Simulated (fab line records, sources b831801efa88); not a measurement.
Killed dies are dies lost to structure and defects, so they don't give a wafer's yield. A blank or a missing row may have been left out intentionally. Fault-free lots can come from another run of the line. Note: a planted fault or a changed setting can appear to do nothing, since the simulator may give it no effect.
What tool caused it? :: flow gf180mcu :: 72 wafers from 24 lots sampled at 6 of the route's 602 steps

WHAT THE GAUGES SHOWED, per wafer
GF_M1_RS_MEAS_05: measures by four-point-probe.
lot: L074
measured: day 15 08:13
on: film-metro-01
M1_ALCU_RS (ohm/sq): 0.0688 0.0690 0.0687

lot: L075
measured: day 15 13:53
on: film-metro-01
M1_ALCU_RS (ohm/sq): 0.0692 0.0701 0.0696

lot: L076
measured: day 16 08:04
on: film-metro-02
M1_ALCU_RS (ohm/sq): 0.0685 0.0699 0.0689

lot: L077
measured: day 16 09:59
on: film-metro-02
M1_ALCU_RS (ohm/sq): 0.0702 0.0705 0.0695

lot: L078
measured: day 16 16:17
on: film-metro-02
M1_ALCU_RS (ohm/sq): 0.0697 0.0700 0.0703

lot: L079
measured: day 17 01:05
on: film-metro-02
M1_ALCU_RS (ohm/sq): 0.0688 0.0690 0.0701

lot: L080
measured: day 19 20:29
on: film-metro-01
M1_ALCU_RS (ohm/sq): 0.0705 0.0707 0.0707

lot: L081
measured: day 20 00:03
on: film-metro-01
M1_ALCU_RS (ohm/sq): 0.0684 0.0687 0.0675

lot: L082
measured: day 20 03:04
on: film-metro-02
M1_ALCU_RS (ohm/sq): 0.0700 0.0704 0.0699

lot: L084
measured: day 20 03:58
on: film-metro-04
M1_ALCU_RS (ohm/sq): 0.0686 0.0690 0.0697

lot: L083
measured: day 20 07:19
on: film-metro-04
M1_ALCU_RS (ohm/sq): 0.0689 0.0687 0.0674

lot: L085
measured: day 20 09:21
on: film-metro-02
M1_ALCU_RS (ohm/sq): 0.0701 0.0708 0.0708

lot: L086
measured: day 20 10:49
on: film-metro-01
M1_ALCU_RS (ohm/sq): 0.0691 0.0702 0.0699

lot: L087
measured: day 21 00:37
on: film-metro-02
M1_ALCU_RS (ohm/sq): 0.0687 0.0699 0.0687

lot: L088
measured: day 21 22:37
on: film-metro-01
M1_ALCU_RS (ohm/sq): 0.0694 0.0705 0.0707

lot: L089
measured: day 22 00:34
on: film-metro-02
M1_ALCU_RS (ohm/sq): 0.0701 0.0705 0.0702

lot: L090
measured: day 22 07:06
on: film-metro-01
M1_ALCU_RS (ohm/sq): 0.0688 0.0693 0.0707

lot: L091
measured: day 22 19:13
on: film-metro-02
M1_ALCU_RS (ohm/sq): 0.0703 0.0700 0.0709

lot: L092
measured: day 23 06:11
on: film-metro-01
M1_ALCU_RS (ohm/sq): 0.0698 0.0699 0.0697

lot: L094
measured: day 23 21:59
on: film-metro-01
M1_ALCU_RS (ohm/sq): 0.0687 0.0698 0.0690

lot: L093
measured: day 23 23:02
on: film-metro-04
M1_ALCU_RS (ohm/sq): 0.0688 0.0702 0.0689

lot: L095
measured: day 24 07:02
on: film-metro-02
M1_ALCU_RS (ohm/sq): 0.0690 0.0699 0.0684

lot: L097
measured: day 24 19:02
on: film-metro-01
M1_ALCU_RS (ohm/sq): 0.0695 0.0693 0.0687

lot: L096
measured: day 24 19:55
on: film-metro-01
M1_ALCU_RS (ohm/sq): 0.0690 0.0691 0.0689

GF_M2_RS_MEAS_05: measures by four-point-probe.
lot: L074
measured: day 17 07:31
on: film-metro-02
M2_ALCU_RS (ohm/sq): 0.0702 0.0692 0.0695

lot: L075
measured: day 17 12:56
on: film-metro-01
M2_ALCU_RS (ohm/sq): 0.0693 0.0696 0.0696

lot: L076
measured: day 18 10:44
on: film-metro-03
M2_ALCU_RS (ohm/sq): 0.0687 0.0699 0.0686

lot: L077
measured: day 18 12:25
on: film-metro-01
M2_ALCU_RS (ohm/sq): 0.0691 0.0694 0.0702

lot: L078
measured: day 18 18:17
on: film-metro-01
M2_ALCU_RS (ohm/sq): 0.0696 0.0699 0.0689

lot: L079
measured: day 19 04:55
on: film-metro-01
M2_ALCU_RS (ohm/sq): 0.0700 0.0690 0.0695

lot: L080
measured: day 22 00:09
on: film-metro-03
M2_ALCU_RS (ohm/sq): 0.0694 0.0697 0.0697

lot: L081
measured: day 22 04:03
on: film-metro-01
M2_ALCU_RS (ohm/sq): 0.0710 0.0707 0.0709

lot: L082
measured: day 22 06:29
on: film-metro-02
M2_ALCU_RS (ohm/sq): 0.0695 0.0686 0.0693

lot: L084
measured: day 22 07:28
on: film-metro-01
M2_ALCU_RS (ohm/sq): 0.0700 0.0705 0.0699

lot: L083
measured: day 22 10:10
on: film-metro-02
M2_ALCU_RS (ohm/sq): 0.0700 0.0703 0.0696

lot: L085
measured: day 22 12:27
on: film-metro-01
M2_ALCU_RS (ohm/sq): 0.0695 0.0690 0.0689

lot: L086
measured: day 22 13:51
on: film-metro-01
M2_ALCU_RS (ohm/sq): 0.0685 0.0685 0.0682

lot: L087
measured: day 23 02:49
on: film-metro-03
M2_ALCU_RS (ohm/sq): 0.0694 0.0693 0.0689

lot: L088
measured: day 23 23:01
on: film-metro-03
M2_ALCU_RS (ohm/sq): 0.0695 0.0694 0.0700

lot: L089
measured: day 24 01:50
on: film-metro-02
M2_ALCU_RS (ohm/sq): 0.0688 0.0692 0.0688

lot: L090
measured: day 24 07:05
on: film-metro-01
M2_ALCU_RS (ohm/sq): 0.0691 0.0693 0.0690

lot: L091
measured: day 24 18:39
on: film-metro-01
M2_ALCU_RS (ohm/sq): 0.0708 0.0704 0.0706

lot: L092
measured: day 25 04:35
on: film-metro-01
M2_ALCU_RS (ohm/sq): 0.0687 0.0695 0.0687

lot: L094
measured: day 25 19:19
on: film-metro-01
M2_ALCU_RS (ohm/sq): 0.0698 0.0692 0.0696

lot: L093
measured: day 25 21:01
on: film-metro-03
M2_ALCU_RS (ohm/sq): 0.0709 0.0698 0.0710

lot: L095
measured: day 26 04:28
on: film-metro-03
M2_ALCU_RS (ohm/sq): 0.0698 0.0703 0.0694

lot: L097
measured: day 26 15:25
on: film-metro-02
M2_ALCU_RS (ohm/sq): 0.0695 0.0696 0.0692

lot: L096
measured: day 26 16:03
on: film-metro-01
M2_ALCU_RS (ohm/sq): 0.0696 0.0700 0.0693

GF_V3_BOW_MEAS_05.
lot: L074
measured: day 20 13:44
on: film-metro-04
V3_BOW (um): 130 118 129

lot: L075
measured: day 20 19:11
on: film-metro-03
V3_BOW (um): 130 108 130

lot: L076
measured: day 21 16:10
on: film-metro-01
V3_BOW (um): 103 107 108

lot: L077
measured: day 21 17:10
on: film-metro-03
V3_BOW (um): 114 137 130

lot: L078
measured: day 22 00:13
on: film-metro-04
V3_BOW (um): 107 110 114

lot: L079
measured: day 22 10:35
on: film-metro-03
V3_BOW (um): 108 123 127

lot: L080
measured: day 24 23:52
on: film-metro-03
V3_BOW (um): 117 116 110

lot: L081
measured: day 25 03:14
on: film-metro-04
V3_BOW (um): 117 130 130

lot: L082
measured: day 25 04:15
on: film-metro-01
V3_BOW (um): 118 122 120

lot: L084
measured: day 25 06:37
on: film-metro-01
V3_BOW (um): 102 123 117

lot: L083
measured: day 25 07:47
on: film-metro-01
V3_BOW (um): 118 113 111

lot: L085
measured: day 25 10:47
on: film-metro-03
V3_BOW (um): 117 111 122

lot: L086
measured: day 25 11:26
on: film-metro-01
V3_BOW (um): 119 114 123

lot: L087
measured: day 26 00:10
on: film-metro-04
V3_BOW (um): 115 121 119

lot: L088
measured: day 26 18:25
on: film-metro-01
V3_BOW (um): 111 106 107

lot: L089
measured: day 26 20:52
on: film-metro-01
V3_BOW (um): 115 124 127

lot: L090
measured: day 27 02:06
on: film-metro-01
V3_BOW (um): 125 132 129

lot: L091
measured: day 27 11:56
on: film-metro-01
V3_BOW (um): 122 119 120

lot: L092
measured: day 27 22:16
on: film-metro-04
V3_BOW (um): 128 116 132

lot: L094
measured: day 28 10:59
on: film-metro-01
V3_BOW (um): 114 118 122

lot: L093
measured: day 28 11:11
on: film-metro-03
V3_BOW (um): 124 124 110

lot: L095
measured: day 28 19:28
on: film-metro-01
V3_BOW (um): 127 121 127

lot: L097
measured: day 29 06:14
on: film-metro-01
V3_BOW (um): 106 101 108

lot: L096
measured: day 29 06:35
on: film-metro-01
V3_BOW (um): 118 121 101

GF_M4_THK_MEAS_06: measures by xrf.
lot: L074
measured: day 21 16:00
on: film-metro-03
M4_ALCU_THK (nm): 447 445 444

lot: L075
measured: day 21 20:26
on: film-metro-01
M4_ALCU_THK (nm): 443 454 451

lot: L076
measured: day 22 18:08
on: film-metro-01
M4_ALCU_THK (nm): 449 446 450

lot: L077
measured: day 22 18:56
on: film-metro-01
M4_ALCU_THK (nm): 453 452 452

lot: L078
measured: day 23 01:32
on: film-metro-01
M4_ALCU_THK (nm): 456 453 457

lot: L079
measured: day 23 11:28
on: film-metro-01
M4_ALCU_THK (nm): 461 448 461

lot: L080
measured: day 25 22:41
on: film-metro-02
M4_ALCU_THK (nm): 449 458 457

lot: L081
measured: day 26 01:29
on: film-metro-01
M4_ALCU_THK (nm): 441 437 453

lot: L082
measured: day 26 03:21
on: film-metro-02
M4_ALCU_THK (nm): 456 460 461

lot: L084
measured: day 26 05:11
on: film-metro-01
M4_ALCU_THK (nm): 452 454 450

lot: L083
measured: day 26 06:10
on: film-metro-01
M4_ALCU_THK (nm): 445 447 447

lot: L085
measured: day 26 09:17
on: film-metro-01
M4_ALCU_THK (nm): 448 446 445

lot: L086
measured: day 26 10:14
on: film-metro-01
M4_ALCU_THK (nm): 451 446 451

lot: L087
measured: day 26 22:28
on: film-metro-01
M4_ALCU_THK (nm): 445 453 456

lot: L088
measured: day 27 16:38
on: film-metro-03
M4_ALCU_THK (nm): 436 443 443

lot: L089
measured: day 27 18:35
on: film-metro-03
M4_ALCU_THK (nm): 457 452 445

lot: L090
measured: day 28 00:13
on: film-metro-02
M4_ALCU_THK (nm): 451 446 452

lot: L091
measured: day 28 09:37
on: film-metro-03
M4_ALCU_THK (nm): 445 446 453

lot: L092
measured: day 28 18:59
on: film-metro-01
M4_ALCU_THK (nm): 450 457 455

lot: L094
measured: day 29 07:14
on: film-metro-01
M4_ALCU_THK (nm): 449 438 442

lot: L093
measured: day 29 07:44
on: film-metro-03
M4_ALCU_THK (nm): 458 459 451

lot: L095
measured: day 29 15:22
on: film-metro-01
M4_ALCU_THK (nm): 443 446 444

lot: L097
measured: day 30 01:56
on: film-metro-03
M4_ALCU_THK (nm): 454 453 454

lot: L096
measured: day 30 02:06
on: film-metro-01
M4_ALCU_THK (nm): 445 449 451

GF_TOP_METAL_RS_MEAS_05: measures by four-point-probe.
lot: L074
measured: day 26 13:25
on: film-metro-01
TOP_METAL_ALCU_RS (ohm/sq): 0.0327 0.0328 0.0325

lot: L075
measured: day 26 15:04
on: film-metro-03
TOP_METAL_ALCU_RS (ohm/sq): 0.0329 0.0327 0.0322

lot: L076
measured: day 27 10:08
on: film-metro-03
TOP_METAL_ALCU_RS (ohm/sq): 0.0325 0.0323 0.0324

lot: L077
measured: day 27 11:20
on: film-metro-02
TOP_METAL_ALCU_RS (ohm/sq): 0.0332 0.0334 0.0334

lot: L078
measured: day 27 17:46
on: film-metro-03
TOP_METAL_ALCU_RS (ohm/sq): 0.0330 0.0328 0.0330

lot: L079
measured: day 28 02:25
on: film-metro-01
TOP_METAL_ALCU_RS (ohm/sq): 0.0325 0.0324 0.0321

lot: L080
measured: day 30 05:53
on: film-metro-01
TOP_METAL_ALCU_RS (ohm/sq): 0.0328 0.0332 0.0330

lot: L081
measured: day 30 09:11
on: film-metro-03
TOP_METAL_ALCU_RS (ohm/sq): 0.0329 0.0331 0.0324

lot: L082
measured: day 30 09:57
on: film-metro-03
TOP_METAL_ALCU_RS (ohm/sq): 0.0330 0.0331 0.0329

lot: L084
measured: day 30 10:26
on: film-metro-01
TOP_METAL_ALCU_RS (ohm/sq): 0.0325 0.0330 0.0329

lot: L083
measured: day 30 12:55
on: film-metro-01
TOP_METAL_ALCU_RS (ohm/sq): 0.0329 0.0333 0.0330

lot: L085
measured: day 30 14:10
on: film-metro-03
TOP_METAL_ALCU_RS (ohm/sq): 0.0324 0.0322 0.0324

lot: L086
measured: day 30 15:44
on: film-metro-02
TOP_METAL_ALCU_RS (ohm/sq): 0.0327 0.0323 0.0322

lot: L087
measured: day 31 01:49
on: film-metro-02
TOP_METAL_ALCU_RS (ohm/sq): 0.0325 0.0325 0.0327

lot: L088
measured: day 31 19:01
on: film-metro-02
TOP_METAL_ALCU_RS (ohm/sq): 0.0325 0.0327 0.0324

lot: L089
measured: day 31 21:04
on: film-metro-01
TOP_METAL_ALCU_RS (ohm/sq): 0.0331 0.0332 0.0331

lot: L090
measured: day 32 01:18
on: film-metro-03
TOP_METAL_ALCU_RS (ohm/sq): 0.0330 0.0325 0.0331

lot: L091
measured: day 32 10:09
on: film-metro-01
TOP_METAL_ALCU_RS (ohm/sq): 0.0328 0.0328 0.0328

lot: L092
measured: day 32 19:18
on: film-metro-01
TOP_METAL_ALCU_RS (ohm/sq): 0.0329 0.0329 0.0329

lot: L094
measured: day 33 05:04
on: film-metro-01
TOP_METAL_ALCU_RS (ohm/sq): 0.0327 0.0331 0.0327

lot: L093
measured: day 33 05:34
on: film-metro-03
TOP_METAL_ALCU_RS (ohm/sq): 0.0330 0.0330 0.0330

lot: L095
measured: day 33 11:16
on: film-metro-01
TOP_METAL_ALCU_RS (ohm/sq): 0.0324 0.0325 0.0330

lot: L097
measured: day 33 22:35
on: film-metro-03
TOP_METAL_ALCU_RS (ohm/sq): 0.0329 0.0328 0.0324

lot: L096
measured: day 33 22:53
on: film-metro-01
TOP_METAL_ALCU_RS (ohm/sq): 0.0323 0.0324 0.0327

WHICH TOOL RAN EACH LOT (tool, then ch and the chambers of the sampled wafers, then the start)
lot: L074
GF_V5_ETCH_17: rie-diel-03 ch 0,2,3, day 26 13:25 or earlier

lot: L075
GF_V5_ETCH_17: rie-diel-03 ch 0,2,3, day 26 15:04 or earlier

lot: L076
GF_V5_ETCH_17: rie-diel-04 ch 1,3, day 27 10:08 or earlier

lot: L077
GF_V5_ETCH_17: rie-diel-02 ch 0,1, day 27 11:20 or earlier

lot: L078
GF_V5_ETCH_17: rie-diel-03 ch 0,2, day 27 17:46 or earlier

lot: L079
GF_V5_ETCH_17: rie-diel-04 ch 0,2,3, day 28 02:25 or earlier

lot: L080
GF_V5_ETCH_17: rie-diel-02 ch 2,3, day 30 05:53 or earlier

lot: L081
GF_V5_ETCH_17: rie-diel-04 ch 0,2,3, day 30 09:11 or earlier

lot: L082
GF_V5_ETCH_17: rie-diel-03 ch 0,1,2, day 30 09:57 or earlier

lot: L084
GF_V5_ETCH_17: rie-diel-04 ch 0,1,2, day 30 10:26 or earlier

lot: L083
GF_V5_ETCH_17: rie-diel-02 ch 0,1,3, day 30 12:55 or earlier

lot: L085
GF_V5_ETCH_17: rie-diel-04 ch 2,3, day 30 14:10 or earlier

lot: L086
GF_V5_ETCH_17: rie-diel-02 ch 1,3, day 30 15:44 or earlier

lot: L087
GF_V5_ETCH_17: rie-diel-02 ch 0,2, day 31 01:49 or earlier

lot: L088
GF_V5_ETCH_17: rie-diel-04 ch 0,1,2, day 31 19:01 or earlier

lot: L089
GF_V5_ETCH_17: rie-diel-02 ch 0,1,3, day 31 21:04 or earlier

lot: L090
GF_V5_ETCH_17: rie-diel-02 ch 0,1, day 32 01:18 or earlier

lot: L091
GF_V5_ETCH_17: rie-diel-04 ch 1,2, day 32 10:09 or earlier

lot: L092
GF_V5_ETCH_17: rie-diel-04 ch 0,2, day 32 19:18 or earlier

lot: L094
GF_V5_ETCH_17: rie-diel-03 ch 0,1, day 33 05:04 or earlier

lot: L093
GF_V5_ETCH_17: rie-diel-02 ch 0,1,3, day 33 05:34 or earlier

lot: L095
GF_V5_ETCH_17: rie-diel-03 ch 1,2,3, day 33 11:16 or earlier

lot: L097
GF_V5_ETCH_17: rie-diel-03 ch 0,1,3, day 33 22:35 or earlier

lot: L096
GF_V5_ETCH_17: rie-diel-04 ch 1,2, day 33 22:53 or earlier
- GF_V5_ETCH_17: etches SiO2 in C4F8/O2/Ar, stops on TiN, target depth 855 nm.

WHAT THE TOOLS THEMSELVES READ (means of the sampled wafers that have a number; where no wafer has one, the mark that the record gives instead)
GF_V5_ETCH_17.
lot: L074
tool: rie-diel-03
chamber-pressure-mTorr (mTorr): 40.01
oes-product-au (a.u.): 0.862

lot: L075
tool: rie-diel-03
chamber-pressure-mTorr (mTorr): 40.05
oes-product-au (a.u.): 0.861

lot: L076
tool: rie-diel-04
chamber-pressure-mTorr (mTorr): 40.00
oes-product-au (a.u.): 0.857

lot: L077
tool: rie-diel-02
chamber-pressure-mTorr (mTorr): 40.02
oes-product-au (a.u.): 0.864

lot: L078
tool: rie-diel-03
chamber-pressure-mTorr (mTorr): 40.01
oes-product-au (a.u.): 0.861

lot: L079
tool: rie-diel-04
chamber-pressure-mTorr (mTorr): 39.98
oes-product-au (a.u.): 0.859

lot: L080
tool: rie-diel-02
chamber-pressure-mTorr (mTorr): 40.00
oes-product-au (a.u.): 0.862

lot: L081
tool: rie-diel-04
chamber-pressure-mTorr (mTorr): 39.99
oes-product-au (a.u.): 0.857

lot: L082
tool: rie-diel-03
chamber-pressure-mTorr (mTorr): 39.99
oes-product-au (a.u.): 0.862

lot: L084
tool: rie-diel-04
chamber-pressure-mTorr (mTorr): 40.00
oes-product-au (a.u.): 0.861

lot: L083
tool: rie-diel-02
chamber-pressure-mTorr (mTorr): 39.99
oes-product-au (a.u.): 0.865

lot: L085
tool: rie-diel-04
chamber-pressure-mTorr (mTorr): 39.99
oes-product-au (a.u.): 0.855

lot: L086
tool: rie-diel-02
chamber-pressure-mTorr (mTorr): 39.99
oes-product-au (a.u.): 0.858

lot: L087
tool: rie-diel-02
chamber-pressure-mTorr (mTorr): 39.99
oes-product-au (a.u.): 0.861

lot: L088
tool: rie-diel-04
chamber-pressure-mTorr (mTorr): 39.99
oes-product-au (a.u.): 0.863

lot: L089
tool: rie-diel-02
chamber-pressure-mTorr (mTorr): 39.99
oes-product-au (a.u.): 0.856

lot: L090
tool: rie-diel-02
chamber-pressure-mTorr (mTorr): 40.01
oes-product-au (a.u.): 0.852

lot: L091
tool: rie-diel-04
chamber-pressure-mTorr (mTorr): 39.99
oes-product-au (a.u.): 0.862

lot: L092
tool: rie-diel-04
chamber-pressure-mTorr (mTorr): 39.96
oes-product-au (a.u.): 0.858

lot: L094
tool: rie-diel-03
chamber-pressure-mTorr (mTorr): 40.00
oes-product-au (a.u.): 0.861

lot: L093
tool: rie-diel-02
chamber-pressure-mTorr (mTorr): 40.01
oes-product-au (a.u.): 0.859

lot: L095
tool: rie-diel-03
chamber-pressure-mTorr (mTorr): 40.01
oes-product-au (a.u.): 0.855

lot: L097
tool: rie-diel-03
chamber-pressure-mTorr (mTorr): 40.01
oes-product-au (a.u.): 0.860

lot: L096
tool: rie-diel-04
chamber-pressure-mTorr (mTorr): 39.99
oes-product-au (a.u.): 0.865

THE ANSWER, worked out from the rows above alone
Rule: usual is defined by the lots themselves. Put in order of their means at a reading, lots are off if they are a third of the lots or fewer, leave a main group of 4 or more, and stand apart from it by a gap of 3 or more times the standard deviation of the main group's means; of several such gaps the widest counts. A main group whose means are all the same, to the digits that the tables above print for the reading, isn't used. Also off: a lot with no number at a reading for which 4 or more lots have one. Any other lot the step has rows for is counted as sound. After the gauges, taken in route order, come the tools' own readings; for these a lot's mean is taken, as printed above. At the first step where some lot is off, the reading lying furthest off is the one used; lots without a number count as furthest.
No lot is off on any of the readings shown, so nothing can be concluded from this.

WHAT THE SIMULATOR HAD PUT IN
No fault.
